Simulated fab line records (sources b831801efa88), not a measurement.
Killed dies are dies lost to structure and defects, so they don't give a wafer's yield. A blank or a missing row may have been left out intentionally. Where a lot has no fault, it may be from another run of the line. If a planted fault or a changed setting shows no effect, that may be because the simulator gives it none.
fab line records + flow sky130
[record]
- lots = 12
- wafers = 36
- last-day = 49
route steps=708 shown METAL3@534 CAPM@537 VIA3@587 PAD_OPEN@708
lots with no fault: from the same line, run without faults
start-h: hours from the record's opening day to when the first of the lot's shown wafers began + wait-h: hours elapsed since this lot's preceding step + " unchanged from the row above + L1.1+2: several wafers, shown together as one row + - either no value or no given start + * or withheld: withheld + < > ~ a bound
route shown NAME@n: a module of which the file shows steps, and the number in the route of the first + usual: average and standard deviation across the fault-free wafers + same: alike in all rows + chamber/n: place in a boat + sites: readings site by site + _std_site: standard deviation of those values + _edge_site: inner sites' mean taken away from outer sites' mean + radius-mm: for every site, how far away it sits from the centre of the wafer + mask NAME#n: copy n + behind: tool/chamber where the wafer was last shaped + hold: why the lot went on hold/how many hours it stayed there/how the hold came to an end + device: names the non-switching transistor (n, p or np) + end of line: the tests these same wafers got at the end of their route + where a step has no rows: the recipe by itself + killed: count of dies lost to structure and defects at first sort (not the wafer's yield) + map: a wafer's dies, x killed, . not, _ none there
set.NAME: the setting the step ran with; set.NAME@STEP: the setting that earlier step ran with + model.NAME: the simulator's own value behind a step, which no gauge read
a sample of lots followed through the steps of the route, with each step as a table and each wafer as a row
services: from which hour (start-h, from the record's first day; less than 0 if before it) a tool's chamber was out of use, for how many hours, and why
[[steps]]
[step SKY_METAL3_SPUTTER_02]
[recipe]
- material = AlCu
- target-thk-nm = 735
- power-w = 10600
- time-s = 39.1
- chamber-pressure-pa = 0.4
[usual]
- throttle-valve-pct = 30.5/0.9
| lot.wafer | tool           | chamber | start-h | wait-h | throttle-valve-pct |
|-----------|----------------|---------|---------|--------|--------------------|
| L472.2    | pvd-sputter-01 | -       | 845.64  | 0.0    | 30.0               |
| L472.3    | "              | -       | "       | "      | 29.9               |
| L472.6    | "              | -       | "       | "      | 29.6               |
| L475.3    | pvd-sputter-03 | -       | 872.00  | 0.0    | 30.8               |
| L475.4    | "              | -       | "       | "      | 29.5               |
| L475.5    | "              | -       | "       | "      | 30.6               |
| L477.1    | pvd-sputter-04 | -       | 887.19  | 0.0    | 31.3               |
| L477.2    | "              | -       | "       | "      | 30.1               |
| L477.5    | "              | -       | "       | "      | 29.8               |
| L476.1    | pvd-sputter-01 | -       | 889.38  | 0.0    | 29.7               |
| L476.2    | "              | -       | "       | "      | 29.9               |
| L476.5    | "              | -       | "       | "      | 31.7               |
| L480.1    | pvd-sputter-01 | -       | 947.39  | 0.0    | 30.1               |
| L480.2    | "              | -       | "       | "      | 31.7               |
| L480.5    | "              | -       | "       | "      | 29.6               |
| L478.1    | pvd-sputter-04 | -       | 947.90  | 0.0    | 29.8               |
| L478.4    | "              | -       | "       | "      | 31.5               |
| L478.6    | "              | -       | "       | "      | 30.2               |
| L482.3    | pvd-sputter-04 | -       | 948.88  | 0.0    | 31.4               |
| L482.4    | "              | -       | "       | "      | 30.9               |
| L482.6    | "              | -       | "       | "      | 31.3               |
| L483.3    | pvd-sputter-03 | -       | 951.41  | 0.0    | 30.5               |
| L483.5    | "              | -       | "       | "      | 30.4               |
| L483.6    | "              | -       | "       | "      | 30.8               |
| L481.1    | pvd-sputter-01 | -       | 952.31  | 0.0    | 29.8               |
| L481.3    | "              | -       | "       | "      | 29.6               |
| L481.5    | "              | -       | "       | "      | 30.0               |
| L488.2    | pvd-sputter-04 | -       | 966.14  | 0.0    | 29.6               |
| L488.4    | "              | -       | "       | "      | 31.3               |
| L488.6    | "              | -       | "       | "      | 30.1               |
| L489.1    | pvd-sputter-03 | -       | 967.53  | 0.0    | 29.2               |
| L489.3    | "              | -       | "       | "      | 31.1               |
| L489.5    | "              | -       | "       | "      | 29.4               |
| L490.2    | pvd-sputter-03 | -       | 971.12  | 0.0    | 30.9               |
| L490.4    | "              | -       | "       | "      | 32.1               |
| L490.5    | "              | -       | "       | "      | 30.8               |
[step SKY_CAPM_CVD_00]
[recipe]
- material = SiO2
- target-thk-nm = 15.5
- temp-c = 400
- time-s = withheld
- rf-w = 450
[usual]
- heater-power-w = 758/94
| lot.wafer | tool     | chamber | start-h | wait-h | heater-power-w |
|-----------|----------|---------|---------|--------|----------------|
| L472.2    | pecvd-02 | 2       | 845.75  | 0.0    | 648            |
| L472.3    | "        | 1       | "       | "      | 954            |
| L472.6    | "        | 0       | "       | "      | 734            |
| L475.3    | pecvd-01 | 1       | 872.11  | 0.0    | 804            |
| L475.4    | "        | 0       | "       | "      | 739            |
| L475.5    | "        | 2       | "       | "      | 720            |
| L477.1    | pecvd-02 | 1       | 887.30  | 0.0    | 887            |
| L477.2    | "        | 2       | "       | "      | 721            |
| L477.5    | "        | 0       | "       | "      | 740            |
| L476.1    | pecvd-03 | 0       | 889.49  | 0.0    | 640            |
| L476.2    | "        | 1       | "       | "      | 629            |
| L476.5    | "        | 1       | "       | "      | 623            |
| L480.1    | pecvd-03 | 2       | 947.49  | 0.0    | 927            |
| L480.2    | "        | 0       | "       | "      | 746            |
| L480.5    | "        | 0       | "       | "      | 783            |
| L478.1    | pecvd-02 | 1       | 948.00  | 0.0    | 914            |
| L478.4    | "        | 1       | "       | "      | 914            |
| L478.6    | "        | 0       | "       | "      | 813            |
| L482.3    | pecvd-01 | 2       | 948.98  | 0.0    | 606            |
| L482.4    | "        | 1       | "       | "      | 793            |
| L482.6    | "        | 0       | "       | "      | 804            |
| L483.3    | pecvd-01 | 1       | 951.52  | 0.0    | 787            |
| L483.5    | "        | 0       | "       | "      | 823            |
| L483.6    | "        | 1       | "       | "      | 781            |
| L481.1    | pecvd-03 | 2       | 952.42  | 0.0    | 793            |
| L481.3    | "        | 0       | "       | "      | 702            |
| L481.5    | "        | 2       | "       | "      | 811            |
| L488.2    | pecvd-03 | 2       | 966.25  | 0.0    | 813            |
| L488.4    | "        | 0       | "       | "      | 693            |
| L488.6    | "        | 1       | "       | "      | 611            |
| L489.1    | pecvd-02 | 0       | 967.64  | 0.0    | 790            |
| L489.3    | "        | 2       | "       | "      | 690            |
| L489.5    | "        | 0       | "       | "      | 781            |
| L490.2    | pecvd-03 | 1       | 971.22  | 0.0    | 624            |
| L490.4    | "        | 0       | "       | "      | 754            |
| L490.5    | "        | 2       | "       | "      | 909            |
[step SKY_METAL3_DESCUM_15]
[recipe]
- chemistry = O2
- source-power-w = 150
- bias-power-w = 0
- pressure-mtorr = 10
- temp-c = 40
- time-s = 8
[usual]
- drypump-motor-current-A = 5.9/0.48
- oes-product-au = 1.003/0.016
[same]
- bias-power-w = 0
| lot.wafer | tool         | chamber | start-h | wait-h | drypump-motor-current-A | oes-product-au | rf-hours-counter-h |
|-----------|--------------|---------|---------|--------|-------------------------|----------------|--------------------|
| L472.2    | rie-metal-03 | 0       | 898.42  | 0.0    | 6.0                     | 1.021          | 15                 |
| L472.3    | "            | 0       | "       | "      | 6.0                     | 1.035          | -                  |
| L472.6    | "            | 1       | "       | "      | 6.0                     | 1.026          | -                  |
| L475.3    | rie-metal-03 | 0       | 924.43  | 0.0    | 6.0                     | 1.029          | -                  |
| L475.4    | "            | 1       | "       | "      | 6.0                     | 1.017          | -                  |
| L475.5    | "            | 0       | "       | "      | 6.0                     | 1.022          | -                  |
| L477.1    | rie-metal-03 | 0       | 938.62  | 0.0    | 6.0                     | 1.026          | 18                 |
| L477.2    | "            | 1       | "       | "      | 6.0                     | 1.020          | 7                  |
| L477.5    | "            | 1       | "       | "      | 6.0                     | 1.022          | -                  |
| L476.1    | rie-metal-04 | 1       | 941.34  | 0.0    | 4.8                     | 0.986          | 17                 |
| L476.2    | "            | 0       | "       | "      | 5.9                     | 0.972          | 6                  |
| L476.5    | "            | 1       | "       | "      | 4.8                     | 0.999          | -                  |
| L480.1    | rie-metal-02 | 1       | 993.91  | 0.0    | 6.5                     | 0.998          | 19                 |
| L480.2    | "            | 0       | "       | "      | 5.5                     | 0.984          | 19                 |
| L480.5    | "            | 1       | "       | "      | 6.5                     | 1.003          | -                  |
| L478.1    | rie-metal-02 | 0       | 995.06  | 0.0    | 5.5                     | 0.992          | 19                 |
| L478.4    | "            | 1       | "       | "      | 6.5                     | 0.992          | -                  |
| L478.6    | "            | 1       | "       | "      | 6.5                     | 0.997          | -                  |
| L482.3    | rie-metal-02 | 1       | 996.55  | 0.0    | 6.5                     | 0.984          | -                  |
| L482.4    | "            | 0       | "       | "      | 5.5                     | 0.979          | -                  |
| L482.6    | "            | 0       | "       | "      | 5.5                     | 0.985          | -                  |
| L483.3    | rie-metal-02 | 0       | 999.17  | 0.0    | 5.5                     | 0.977          | -                  |
| L483.5    | "            | 0       | "       | "      | 5.5                     | 0.988          | -                  |
| L483.6    | "            | 1       | "       | "      | 6.5                     | 0.994          | -                  |
| L481.1    | rie-metal-02 | 0       | 999.81  | 0.0    | 5.5                     | 0.979          | 19                 |
| L481.3    | "            | 1       | "       | "      | 6.5                     | 0.992          | -                  |
| L481.5    | "            | 0       | "       | "      | 5.5                     | 0.999          | -                  |
| L488.2    | rie-metal-03 | 0       | 1014.86 | 0.0    | 6.0                     | 0.993          | 2                  |
| L488.4    | "            | 1       | "       | "      | 6.1                     | 1.013          | -                  |
| L488.6    | "            | 0       | "       | "      | 6.0                     | 0.993          | -                  |
| L489.1    | rie-metal-04 | 1       | 1015.52 | 0.0    | 4.8                     | 1.008          | 3                  |
| L489.3    | "            | 0       | "       | "      | 5.9                     | 0.984          | -                  |
| L489.5    | "            | 0       | "       | "      | 6.0                     | 0.991          | -                  |
| L490.2    | rie-metal-04 | 1       | 1018.04 | 0.0    | 4.8                     | 1.002          | 3                  |
| L490.4    | "            | 1       | "       | "      | 4.8                     | 1.001          | -                  |
| L490.5    | "            | 0       | "       | "      | 5.9                     | 0.982          | -                  |
[step SKY_VIA3_ETCH_14]
[recipe]
- chemistry = N2/H2
- target = BARC
- ion-energy-ev = 192.7
- source-w = 500
- bias-w = 100
- pressure-mtorr = 30
- n2-flow-sccm = 100
- h2-flow-sccm = 200
- stop-on = SiO2
- time-s = 45.9
- target-depth-a = 600
[usual]
- drypump-motor-current-A = 5.6/0.54
- oes-product-au = 0.855/0.0045
- run-length-s = 74.3/0.51
- throttle-valve-pct = 13.225/0.0091
| lot.wafer | tool        | chamber | start-h | wait-h | drypump-motor-current-A | oes-product-au | rf-hours-counter-h | run-length-s | throttle-valve-pct |
|-----------|-------------|---------|---------|--------|-------------------------|----------------|--------------------|--------------|--------------------|
| L472.2    | rie-diel-02 | 0       | 925.69  | 0.0    | 6.6                     | 0.855          | 13                 | 75.2         | 13.223             |
| L472.3    | "           | 3       | "       | "      | 5.8                     | 0.864          | 18                 | 74.4         | 13.235             |
| L472.6    | "           | 3       | "       | "      | 5.9                     | 0.855          | -                  | 74.6         | 13.221             |
| L475.3    | rie-diel-03 | 1       | 950.87  | 0.0    | 5.2                     | 0.860          | 17                 | 74.6         | 13.206             |
| L475.4    | "           | 2       | "       | "      | 5.9                     | 0.850          | 18                 | 73.8         | 13.237             |
| L475.5    | "           | 1       | "       | "      | 5.2                     | 0.848          | -                  | 74.6         | 13.210             |
| L477.1    | rie-diel-03 | 2       | 963.51  | 0.0    | 5.8                     | 0.857          | 19                 | 73.5         | 13.235             |
| L477.2    | "           | 3       | "       | "      | 6.2                     | 0.860          | 4                  | 74.1         | 13.227             |
| L477.5    | "           | 0       | "       | "      | 5.6                     | 0.851          | -                  | 73.7         | 13.234             |
| L476.1    | rie-diel-03 | 0       | 967.12  | 0.0    | 5.6                     | 0.858          | 5                  | 73.5         | 13.226             |
| L476.2    | "           | 2       | "       | "      | 5.8                     | 0.863          | 19                 | 73.6         | 13.216             |
| L476.5    | "           | 1       | "       | "      | 5.2                     | 0.859          | -                  | 74.5         | 13.225             |
| L480.1    | rie-diel-03 | 0       | 1019.54 | 0.0    | 5.7                     | 0.850          | 7                  | 73.8         | 13.237             |
| L480.2    | "           | 2       | "       | "      | 5.8                     | 0.858          | 21                 | 73.7         | 13.228             |
| L480.5    | "           | 0       | "       | "      | 5.6                     | 0.853          | -                  | 73.4         | 13.220             |
| L478.1    | rie-diel-02 | 2       | 1019.89 | 0.0    | 4.8                     | 0.858          | 21                 | 74.6         | 13.212             |
| L478.4    | "           | 3       | "       | "      | 5.9                     | 0.850          | 21                 | 74.8         | 13.223             |
| L478.6    | "           | 0       | "       | "      | 6.6                     | 0.853          | -                  | 74.7         | 13.225             |
| L482.3    | rie-diel-04 | 3       | 1022.04 | 0.0    | 5.3                     | 0.855          | 22                 | 73.9         | 13.228             |
| L482.4    | "           | 1       | "       | "      | 5.6                     | 0.856          | 14                 | 74.4         | 13.239             |
| L482.6    | "           | 3       | "       | "      | 5.3                     | 0.849          | -                  | 73.9         | 13.237             |
| L483.3    | rie-diel-04 | 1       | 1024.49 | 0.0    | 5.6                     | 0.853          | 14                 | 74.3         | 13.241             |
| L483.5    | "           | 1       | "       | "      | 5.6                     | 0.852          | -                  | 74.5         | 13.238             |
| L483.6    | "           | 0       | "       | "      | 4.8                     | 0.856          | -                  | 74.7         | 13.230             |
| L481.1    | rie-diel-02 | 2       | 1025.46 | 0.0    | 4.8                     | 0.853          | 21                 | 74.6         | 13.219             |
| L481.3    | "           | 3       | "       | "      | 5.8                     | 0.852          | 21                 | 74.5         | 13.231             |
| L481.5    | "           | 2       | "       | "      | 4.8                     | 0.851          | -                  | 74.6         | 13.235             |
| L488.2    | rie-diel-02 | 2       | 1038.42 | 0.0    | 4.8                     | 0.918          | 22                 | 72.0         | 13.223             |
| L488.4    | "           | 0       | "       | "      | 6.6                     | 0.909          | 17                 | 71.4         | 13.229             |
| L488.6    | "           | 1       | "       | "      | 5.5                     | 0.907          | -                  | 71.8         | 13.234             |
| L489.1    | rie-diel-03 | 3       | 1039.09 | 0.0    | 6.2                     | 0.856          | 7                  | 74.1         | 13.214             |
| L489.3    | "           | 1       | "       | "      | 5.2                     | 0.853          | 20                 | 74.2         | 13.225             |
| L489.5    | "           | 3       | "       | "      | 6.2                     | 0.855          | -                  | 73.4         | 13.219             |
| L490.2    | rie-diel-02 | 1       | 1040.94 | 0.0    | 5.5                     | 0.914          | 18                 | 71.3         | 13.234             |
| L490.4    | "           | 0       | "       | "      | 6.6                     | 0.911          | 17                 | 71.6         | 13.212             |
| L490.5    | "           | 0       | "       | "      | 6.6                     | 0.916          | -                  | 71.2         | 13.226             |
[step SKY_PAD_OPEN_PROBE_99]
[usual]
- defect-limited-yield = 82.5/2
- killed_at_M0_to_M3 = 43/7.3
- killed_at_M4_up = 3.5/2.2
- killed-at-contacts = 24/5.3
- killed-at-front-end = 15/4.2
- killed-at-other = 0.3/0.67
- killed-dies = 86/9.8
- killed-open = 47/7.2
- killed-short = 39/6.5
- sort_bin_3_pad_short = 0.9/0.42
- sort_bin_5_function = 10.4/1.5
- sort_bin_6_memory = 6.3/1.2
- sort_bin_8_speed = 0.00/0.038
- sort-n-pass = 406/9.9
- sort-yield-pct = 82.5/2
[same]
- gross-dies = 492
- killed-at-back-side = 0
- sort_bin_4_leakage[%] = 0
| lot.wafer | tool      | chamber | start-h | wait-h | defect-limited-yield[%] | killed_at_M0_to_M3 | killed_at_M4_up | killed-at-contacts | killed-at-front-end | killed-at-other | killed-dies | killed-open | killed-short | sort_bin_3_pad_short[%] | sort_bin_5_function[%] | sort_bin_6_memory[%] | sort_bin_8_speed[%] | sort-n-pass | sort-yield-pct[%] |
|-----------|-----------|---------|---------|--------|-------------------------|--------------------|-----------------|--------------------|---------------------|-----------------|-------------|-------------|--------------|-------------------------|------------------------|----------------------|---------------------|-------------|-------------------|
| L490.2    | prober-01 | -       | 1171.45 | 0.1    | 86.6                    | 32                 | 2               | 19                 | 13                  | 0               | 66          | 39          | 26           | 1.0                     | 8.1                    | 4.3                  | 0                   | 426         | 86.6              |
| L490.4    | prober-01 | -       | 1171.55 | 0.2    | 83.5                    | 46                 | 0               | 24                 | 11                  | 0               | 81          | 47          | 34           | 0.2                     | 8.3                    | 7.9                  | 0                   | 411         | 83.5              |
| L490.5    | prober-01 | -       | 1171.60 | 0.2    | 83.3                    | 36                 | 1               | 25                 | 19                  | 1               | 82          | 47          | 35           | 0.8                     | 10.0                   | 5.9                  | 0                   | 410         | 83.3              |
// killed by level:class
L490.2 VIA1:geometric-particle:open=10 VIA3:geometric-particle:open=7 CONTACT:geometric-particle:short=6 VIA2:geometric-particle:open=6 FIELD_ISO:geometric-particle:open=4 LI_CONTACT:geometric-particle:open=4 LI_CONTACT:geometric-particle:short=3 LOCAL_INTERCONNECT:geometric-particle:short=3
L490.4 VIA1:geometric-particle:open=10 CONTACT:geometric-particle:open=8 VIA1:geometric-particle:short=7 LI_CONTACT:geometric-particle:open=7 VIA2:geometric-particle:open=6 FIELD_ISO:geometric-particle:open=5 VIA3:geometric-particle:open=5 LOCAL_INTERCONNECT:geometric-particle:short=4
L490.5 CONTACT:geometric-particle:open=11 VIA3:geometric-particle:open=9 METAL2:geometric-particle:short=7 FIELD_ISO:geometric-particle:open=6 CONTACT:geometric-particle:short=6 POLY_GATE:geometric-particle:short=5 LI_CONTACT:geometric-particle:open=5 VIA1:geometric-particle:open=5
[[services]]
| tool           | chamber | start-h | hours | kind   |
|----------------|---------|---------|-------|--------|
| pvd-sputter-03 | -       | 827.79  | 2.2   | repair |
| pecvd-02       | -       | 830.60  | 2.8   | pm     |
| rie-diel-03    | 3       | 833.61  | 2.1   | repair |
| rie-metal-03   | -       | 850.76  | 2.8   | pm     |
| rie-diel-02    | 2       | 856.45  | 7.7   | repair |
| rie-diel-02    | 1       | 871.51  | 3.8   | repair |
| rie-diel-02    | 0       | 874.75  | 11.2  | repair |
| pvd-sputter-03 | -       | 884.65  | 4.8   | repair |
| rie-diel-02    | 0       | 888.06  | 4.5   | repair |
| pecvd-03       | -       | 891.42  | 1.4   | repair |
| pvd-sputter-01 | -       | 892.73  | 1.5   | repair |
| rie-metal-02   | -       | 895.75  | 28.1  | pm     |
| rie-metal-03   | 0       | 909.41  | 6.1   | repair |
| pvd-sputter-01 | -       | 909.74  | 6.6   | repair |
| rie-diel-03    | -       | 931.74  | 0.6   | repair |
| pvd-sputter-04 | -       | 933.35  | 0.9   | repair |
| rie-metal-02   | 1       | 933.43  | 8.3   | repair |
| pvd-sputter-01 | -       | 957.11  | 1.5   | repair |
| pecvd-03       | -       | 967.27  | 2.8   | pm     |
| rie-diel-03    | -       | 1002.00 | 0.3   | repair |
| rie-diel-02    | -       | 1006.25 | 0.7   | repair |
| rie-diel-02    | 1       | 1009.74 | 9.6   | repair |
| rie-diel-02    | -       | 1039.16 | 0.1   | repair |
| pecvd-03       | 0       | 1040.65 | 11.4  | repair |
[[key]]
[first-sign]
- step = SKY_VIA3_ETCH_14
- reading = oes-product-au
- direction = up
- sigmas = 13
- usual = 0.855
- struck = 0.913
[effect]
- step = SKY_VIA3_ETCH_14
- reading = run-length-s
- direction = down
- sigmas = 5.4
- usual = *
- struck = *
met-at SKY_VIA3_ETCH_14
struck-lots L488,L490
not-acting-at SKY_METAL3_SPUTTER_02,SKY_CAPM_CVD_00,SKY_METAL3_DESCUM_15
onset-between 1025.46 1038.42
[fault]
- kind = process-parameter-drift
- tool = rie-diel-02
- chamber = -
- onset-h = 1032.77
- steps = SKY_VIA3_ETCH_14
- channel = time-s
- offset = *
- shape = step
- end-h = 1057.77
- acts-in = *
- stated = *
